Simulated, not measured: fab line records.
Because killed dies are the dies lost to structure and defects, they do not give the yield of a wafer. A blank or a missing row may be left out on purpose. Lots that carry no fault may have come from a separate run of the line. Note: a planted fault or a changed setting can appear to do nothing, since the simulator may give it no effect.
Which tool did it?	flow gf180mcu	14 lots with 42 wafers sampled at 2 steps, on a route of 602 steps

## WHAT THE GAUGES READ, wafer by wafer
GF_V1_RS_MEAS_24: measures by four-point-probe.
lot	measured	on	V1_W_RS (ohm/sq)
L202	day 19 09:59	filmMetro-02	0.331 0.320 0.328
L203	day 19 17:45	filmMetro-02	0.329 0.319 0.332
L205	day 20 05:56	filmMetro-04	0.336 0.334 0.338
L207	day 21 01:47	filmMetro-02	0.322 0.325 0.327
L208	day 21 15:01	filmMetro-02	0.338 0.334 0.323
L209	day 22 00:13	filmMetro-03	0.334 0.333 0.330
L212	day 23 01:42	filmMetro-02	0.319 0.335 0.320
L215	day 24 00:11	filmMetro-03	0.333 0.319 0.331
L216	day 24 09:00	filmMetro-02	0.336 0.334 0.332
L217	day 24 15:32	filmMetro-03	0.332 0.334 0.334
L218	day 24 22:01	filmMetro-02	0.330 0.321 0.335
L220	day 25 19:45	filmMetro-02	0.329 0.318 0.329
L221	day 26 04:49	filmMetro-03	0.333 0.324 0.323
L222	day 26 05:31	filmMetro-04	0.328 0.323 0.321

## EACH LOT AND THE TOOL THAT RAN IT (in order: tool; ch and the chambers of the sampled wafers; start)
lot	GF_V1_STRIP_18
L202	plasmaAsher-02 ch 0,1, day 19 09:13
L203	plasmaAsher-04 ch 0,1, day 19 17:00
L205	plasmaAsher-02 ch 0, day 20 05:10
L207	plasmaAsher-04 ch 0,1, day 21 00:54
L208	plasmaAsher-04 ch 0,1, day 21 14:15
L209	plasmaAsher-03 ch 0,1, day 21 23:19
L212	plasmaAsher-04 ch 0,1, day 23 00:32
L215	plasmaAsher-03 ch 0,1, day 23 23:25
L216	plasmaAsher-04 ch 0,1, day 24 08:05
L217	plasmaAsher-04 ch 0,1, day 24 14:36
L218	plasmaAsher-04 ch 0,1, day 24 21:16
L220	plasmaAsher-03 ch 0,1, day 25 18:59
L221	plasmaAsher-03 ch 0,1, day 26 04:04
L222	plasmaAsher-04 ch 0,1, day 26 04:43
- GF_V1_STRIP_18: strips in O2/N2.

## WHAT THE TOOLS THEMSELVES READ (means of the sampled wafers that have a number; where no wafer has one, the mark that the record gives instead)
GF_V1_STRIP_18.
lot	tool	drypumpMotorCurrentA (A)	heaterPowerW (W)	oesProductAu (a.u.)
L202	plasmaAsher-02	5.6	320	0.593
L203	plasmaAsher-04	6.0	268	0.593
L205	plasmaAsher-02	5.6	308	0.587
L207	plasmaAsher-04	5.9	298	0.591
L208	plasmaAsher-04	5.9	296	0.596
L209	plasmaAsher-03	5.4	335	0.593
L212	plasmaAsher-04	5.9	296	0.588
L215	plasmaAsher-03	5.4	339	0.592
L216	plasmaAsher-04	6.1	265	0.593
L217	plasmaAsher-04	5.9	295	0.591
L218	plasmaAsher-04	6.0	271	0.589
L220	plasmaAsher-03	5.5	336	0.590
L221	plasmaAsher-03	5.4	339	0.586
L222	plasmaAsher-04	6.0	267	0.588

## THE ANSWER, worked out from the rows above alone
Rule: the usual values come from the lots themselves. The widest of any qualifying gaps counts: lots, ordered by their means at a reading, are off when they make up no more than a third of the lots, leave a main group of 4 or more, and stand apart from it by 3 or more times the standard deviation of that group's means. A main group is skipped when, at the precision printed for the reading in the tables above, its means are all equal. A lot without any number at a reading at which 4 lots or more have one is off too. All remaining lots with rows at the step are treated as sound. After the gauges, taken in route order, come the tools' own readings; for these a lot's mean is taken, as printed above. The first step at which some lot is off is used, and at that step the reading that is off furthest; a lot without a number counts as furthest.
No lot is off at any reading shown: from this, nothing can be told.

## WHAT THE SIMULATOR HAD INSERTED
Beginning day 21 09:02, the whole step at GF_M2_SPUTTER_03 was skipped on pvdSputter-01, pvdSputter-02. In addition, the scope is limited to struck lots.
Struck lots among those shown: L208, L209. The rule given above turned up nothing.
